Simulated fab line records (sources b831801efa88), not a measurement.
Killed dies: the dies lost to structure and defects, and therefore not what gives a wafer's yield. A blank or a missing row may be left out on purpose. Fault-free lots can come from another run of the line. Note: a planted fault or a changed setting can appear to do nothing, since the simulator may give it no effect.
8D (eight disciplines) problem report, filled in by code -- flow sky130 -- the parts of the form that need people (team, actions taken, sign-off) are left out

## 1. THE ISSUE
Wafers without a fault read 5.001 Pa, standard deviation 0.011; chamber_pressure_pa at SKY_LI_CONTACT_SPUTTER_20 reads a mean of 5.218 Pa on 2 wafers belonging to 2 lots. Relative to the usual mean, that is a shift of +20 standard deviations.
The step: material TiN, target thk 20 nm, time 80 s.
Seen first at day 33 11:26 on pvd_sputter-04, wafer L362.6. The record holds 18 wafers of 6 lots with a number at this step. Rule for "out", or "out of limits": more than 4 standard deviations from the usual mean. Any other wafer with a number is counted as sound.

## 2. WHAT THIS IS AND IS NOT
question,is,is not
which readings at this step,chamber_pressure_pa,throttle_valve_pct
which lots,"L362, L363","L349, L353, L361, L370"
which wafers of those lots,"L362.6, L363.2","L362.1, L362.4, L363.1, L363.4"
read on which tools,pvd_sputter-04,"pvd_sputter-01, pvd_sputter-03"
when,from day 33 11:26,"up to then (11 sound wafers); but 5 sound wafers of L363, L370 came after"

## 3. WHAT RULES OUT EACH SUSPECT
Counting: a tool at a process step up to the reading stays a suspect if it ran every lot that is out. Sound lots after the first of them don't rule it out here, since some wafers of a struck lot are sound.
- pvd_sputter-04 at SKY_LI_CONTACT_SPUTTER_19 (material Ti, target thk 20 nm, time 106.37 s): kept. Every lot that is out went through it, the first being L362 (day 33 11:21); the last sound lot it ran before that was L353 (day 30 19:45).
- pvd_sputter-04 at SKY_LI_CONTACT_SPUTTER_20 (material TiN, target thk 20 nm, time 80 s): kept. Every lot that is out went through it, the first being L362 (day 33 11:26); the last sound lot it ran before that was L353 (day 30 19:50). On those wafers its own readings are out: chamber_pressure_pa.
Remaining after the count are pvd_sputter-04 at SKY_LI_CONTACT_SPUTTER_19 and pvd_sputter-04 at SKY_LI_CONTACT_SPUTTER_20.

## 4. THE CAUSE (what the simulator had put in)
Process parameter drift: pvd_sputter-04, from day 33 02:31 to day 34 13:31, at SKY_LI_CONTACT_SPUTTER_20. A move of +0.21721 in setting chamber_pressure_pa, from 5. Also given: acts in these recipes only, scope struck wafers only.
Of the 2 suspects that counting leaves, this tool is one.

## 5. THE CHAIN OF EFFECTS, in route order
One row per reading whose mean, taken over the struck wafers that have a number, lies over 3 standard deviations from the usual. Scope: only readings with a usual standard deviation given in the record; hours: median across lots of the time from each lot's start at the first step in this table that gives one to its start at this step; sigmas: change in usual standard deviations.
hours,step,reading,usual,on struck wafers,change,sigmas
0,SKY_LI_CONTACT_SPUTTER_20,chamber_pressure_pa,5.001 Pa,5.218,+0.217,+20
It contains these process steps:
- SKY_LI_CONTACT_SPUTTER_20: material TiN, target thk 20 nm, time 80 s.

## 6. WHAT WOULD HAVE CAUGHT IT SOONER
9 hours passed between the start of the fault at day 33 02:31 and the first reading out of limits in this record, taken at day 33 11:26.
